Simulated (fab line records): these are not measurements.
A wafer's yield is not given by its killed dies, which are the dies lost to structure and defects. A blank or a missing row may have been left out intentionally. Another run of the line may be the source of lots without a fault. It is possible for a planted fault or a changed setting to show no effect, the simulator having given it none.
Which of the tools did it? | flow sky130 | 12 lots, 34 wafers sampled, at 6 steps of a route of 708

WHAT THE GAUGES READ, wafer by wafer
SKY_SD_P_CD_MEAS_07 targets a cd of 380 nm. Usual: cd nm at 379.8 nm, with a standard deviation of 2.7.
lot  | measured     | on        | cd nm (nm)        | flag
L396 | day 25 22:31 | cd sem-02 | 380.6 381.5 379.4 |
L397 | day 27 04:31 | cd sem-02 | 376.2 377.8 374.5 |
L399 | day 27 16:14 | cd sem-02 | 380.2 379.0 379.3 |
L400 | day 27 17:00 | cd sem-02 | 380.2 379.6 378.2 |
L398 | day 27 18:19 | cd sem-02 | 379.3 456.6 382.8 | OFF
L405 | day 28 19:59 | cd sem-02 | 452.4 452.9       | OFF
L406 | day 29 14:59 | cd sem-01 | 454.4 380.1       | OFF
L413 | day 31 04:14 | cd sem-01 | 380.7 377.1 380.0 |
L414 | day 31 23:56 | cd sem-01 | 381.8 381.2 381.0 |
L415 | day 32 10:56 | cd sem-01 | 381.5 379.1 382.0 |
L417 | day 32 11:07 | cd sem-02 | 384.8 385.0 382.7 |
L418 | day 32 14:21 | cd sem-01 | 382.7 381.4 382.7 |

SKY_SD_P_OVL_MEAS_08. Usual: SD_P_OVL gives -0.3 nm (standard deviation 1.6).
lot  | measured     | on         | SD_P_OVL (nm)  | flag
L396 | day 25 22:38 | overlay-02 | 0.2 0.1 -0.2   |
L397 | day 27 04:38 | overlay-02 | -0.6 0.5 1.1   |
L399 | day 27 16:21 | overlay-01 | 1.4 0.4 1.1    |
L400 | day 27 17:07 | overlay-01 | 0.3 -0.4 -0.4  |
L398 | day 27 18:25 | overlay-02 | -1.9 -4.4 -1.7 |
L405 | day 28 20:06 | overlay-02 | 1.7 -0.2       |
L406 | day 29 15:05 | overlay-01 | 0.6 -0.2       |
L413 | day 31 04:21 | overlay-01 | 3.7 0.3 2.8    |
L414 | day 32 00:03 | overlay-01 | 1.3 1.1 -0.6   |
L415 | day 32 11:03 | overlay-01 | -1.6 -2.3 -2.1 |
L417 | day 32 11:12 | overlay-02 | -1.0 -1.7 0.4  |
L418 | day 32 14:28 | overlay-01 | 1.1 0.3 1.5    |

SKY_SD_P_TW_MEAS_11. Usual: SD_P_TW gives 2821 (standard deviation 20).
lot  | measured     | on            | SD_P_TW        | flag
L396 | day 25 22:56 | film metro-01 | 2819 2837 2825 |
L397 | day 27 04:56 | film metro-04 | 2842 2838 2843 |
L399 | day 27 16:38 | film metro-04 | 2852 2854 2851 |
L400 | day 27 17:25 | film metro-04 | 2851 2845 2846 |
L398 | day 27 18:42 | film metro-04 | 2856 2855 2844 |
L405 | day 28 20:23 | film metro-03 | 2809 2793      |
L406 | day 29 15:23 | film metro-04 | 2828 2832      |
L413 | day 31 04:40 | film metro-03 | 2792 2806 2815 |
L414 | day 32 00:20 | film metro-01 | 2830 2836 2828 |
L415 | day 32 11:20 | film metro-03 | 2784 2804 2792 |
L417 | day 32 11:29 | film metro-03 | 2777 2787 2803 |
L418 | day 32 14:46 | film metro-01 | 2812 2823 2806 |

TOOL THAT RAN EACH LOT (tool first, then ch and the chambers of the sampled wafers, then the start)
lot  | SKY_LDD_N_STRIP_16                   | SKY_SD_P_COAT_02                  | SKY_SD_P_STRIP_10
L396 | plasma asher-03 ch 0,1, day 18 01:46 | litho track-01 ch 0, day 25 06:42 | plasma asher-04 ch 0,1, day 25 22:50
L397 | plasma asher-03 ch 0,1, day 19 05:43 | litho track-01 ch 0, day 26 12:21 | plasma asher-02 ch 0, day 27 04:50
L399 | plasma asher-03 ch 0,1, day 20 09:43 | litho track-01 ch 0, day 27 02:34 | plasma asher-02 ch 0,1, day 27 16:32
L400 | plasma asher-04 ch 0,1, day 20 10:01 | litho track-03 ch 0, day 27 03:13 | plasma asher-04 ch 0,1, day 27 17:19
L398 | plasma asher-01 ch 0,1, day 20 10:55 | litho track-01 ch 0, day 27 05:21 | plasma asher-02 ch 0,1, day 27 18:37
L405 | plasma asher-04 ch 1, day 21 09:29   | litho track-01 ch 0, day 28 06:08 | plasma asher-02 ch 0, day 28 20:17
L406 | plasma asher-01 ch 0,1, day 22 08:33 | litho track-01 ch 0, day 29 00:38 | plasma asher-04 ch 0,1, day 29 15:16
L413 | plasma asher-01 ch 0,1, day 23 22:44 | litho track-03 ch 0, day 30 13:02 | plasma asher-01 ch 0,1, day 31 04:32
L414 | plasma asher-01 ch 0,1, day 24 22:25 | litho track-01 ch 0, day 31 10:02 | plasma asher-02 ch 1, day 32 00:14
L415 | plasma asher-01 ch 0,1, day 25 04:54 | litho track-02 ch 0, day 31 21:57 | plasma asher-02 ch 0,1, day 32 11:14
L417 | plasma asher-04 ch 0,1, day 25 07:20 | litho track-01 ch 0, day 31 22:18 | plasma asher-04 ch 0,1, day 32 11:25
L418 | plasma asher-04 ch 0,1, day 25 10:27 | litho track-03 ch 0, day 32 01:34 | plasma asher-01 ch 0,1, day 32 14:40
- SKY_LDD_N_STRIP_16: strips in O2/N2.
- SKY_SD_P_COAT_02: resist thk 1140 nm.
- SKY_SD_P_STRIP_10: strips in O2/N2.

AS READ BY THE TOOLS THEMSELVES (means over the sampled wafers that have a number; for cases with no such wafer, the mark the record gives instead)
SKY_LDD_N_STRIP_16. Usual: drypump motor current A 5.8 A, standard deviation 0.55; oes product au 0.406 a.u., standard deviation 0.0046; strip time to endpoint s 4.315 s, standard deviation 0.013.
lot  | tool            | drypump motor current A (A) | oes product au (a.u.) | strip time to endpoint s (s) | flag
L396 | plasma asher-03 | 5.9                         | 0.406                 | 4.322                        |
L397 | plasma asher-03 | 5.9                         | 0.404                 | 4.321                        |
L399 | plasma asher-03 | 5.9                         | 0.407                 | 4.302                        |
L400 | plasma asher-04 | 6.1                         | 0.402                 | 4.310                        |
L398 | plasma asher-01 | 5.8                         | 0.410                 | 4.335                        |
L405 | plasma asher-04 | 5.0                         | 0.402                 | 4.321                        |
L406 | plasma asher-01 | 5.7                         | 0.404                 | 4.307                        |
L413 | plasma asher-01 | 5.5                         | 0.407                 | 4.313                        |
L414 | plasma asher-01 | 5.8                         | 0.407                 | 4.317                        |
L415 | plasma asher-01 | 5.7                         | 0.402                 | 4.307                        |
L417 | plasma asher-04 | 6.1                         | 0.405                 | 4.310                        |
L418 | plasma asher-04 | 5.6                         | 0.401                 | 4.316                        |

SKY_SD_P_COAT_02. Usual: chill plate temp C 22.98 C, standard deviation 0.11; spin speed rpm 3000.0 rpm, standard deviation 1.6.
lot  | tool           | chill plate temp C (C) | spin speed rpm (rpm) | flag
L396 | litho track-01 | 22.97                  | 3001.8               |
L397 | litho track-01 | 22.96                  | 3000.0               |
L399 | litho track-01 | 23.20                  | 3000.8               |
L400 | litho track-03 | 22.91                  | 3000.6               |
L398 | litho track-01 | 22.96                  | 3000.7               |
L405 | litho track-01 | 22.80                  | 2999.7               |
L406 | litho track-01 | 23.03                  | 2999.1               |
L413 | litho track-03 | 23.07                  | 2999.8               |
L414 | litho track-01 | 22.92                  | 2999.2               |
L415 | litho track-02 | 23.10                  | 3000.5               |
L417 | litho track-01 | 22.94                  | 3000.3               |
L418 | litho track-03 | 22.99                  | 2998.9               |

SKY_SD_P_STRIP_10. Usual: drypump motor current A 5.7 A, standard deviation 0.5; oes product au 0.617 a.u., standard deviation 0.0049; strip time to endpoint s 17.52 s, standard deviation 0.041.
lot  | tool            | drypump motor current A (A) | oes product au (a.u.) | strip time to endpoint s (s) | flag
L396 | plasma asher-04 | 6.1                         | 0.617                 | 17.53                        |
L397 | plasma asher-02 | 5.6                         | 0.620                 | 17.52                        |
L399 | plasma asher-02 | 5.6                         | 0.615                 | 17.45                        |
L400 | plasma asher-04 | 6.1                         | 0.614                 | 17.50                        |
L398 | plasma asher-02 | 5.7                         | 0.596                 | 15.37                        | OFF
L405 | plasma asher-02 | 5.7                         | 0.548                 | 11.07                        | OFF
L406 | plasma asher-04 | 5.8                         | 0.576                 | 14.30                        | OFF
L413 | plasma asher-01 | 5.6                         | 0.617                 | 17.56                        |
L414 | plasma asher-02 | 5.7                         | 0.617                 | 17.53                        |
L415 | plasma asher-02 | 5.6                         | 0.620                 | 17.50                        |
L417 | plasma asher-04 | 6.1                         | 0.616                 | 17.54                        |
L418 | plasma asher-01 | 5.6                         | 0.612                 | 17.49                        |

THE ANSWER, worked out from the rows above alone
Rule: take the mean of a lot's wafers that have a number; if it is more than 3 standard deviations from the usual mean, the lot is off. A lot without any number at a reading at which 4 lots or more have one is off too. All remaining lots with rows at the step are treated as sound. First the gauges in route order, then the tools' own readings, where a lot's mean is used as printed above. The first step at which some lot is off is used, and at that step the reading that is off furthest; a lot without a number counts as furthest.
Off: L398, L405, L406, at SKY_SD_P_CD_MEAS_07 (cd nm).
If a tool, at a process step before that reading, ran all the lots that are off and no sound lot after the first of them, it fits. The gauges at SKY_SD_P_CD_MEAS_07 aren't tried: what is off there is off at SKY_SD_P_STRIP_10 too, on other tools, and a gauge's error can't cause that. Of those tried, none fits.

WHAT THE SIMULATOR HAD PUT IN
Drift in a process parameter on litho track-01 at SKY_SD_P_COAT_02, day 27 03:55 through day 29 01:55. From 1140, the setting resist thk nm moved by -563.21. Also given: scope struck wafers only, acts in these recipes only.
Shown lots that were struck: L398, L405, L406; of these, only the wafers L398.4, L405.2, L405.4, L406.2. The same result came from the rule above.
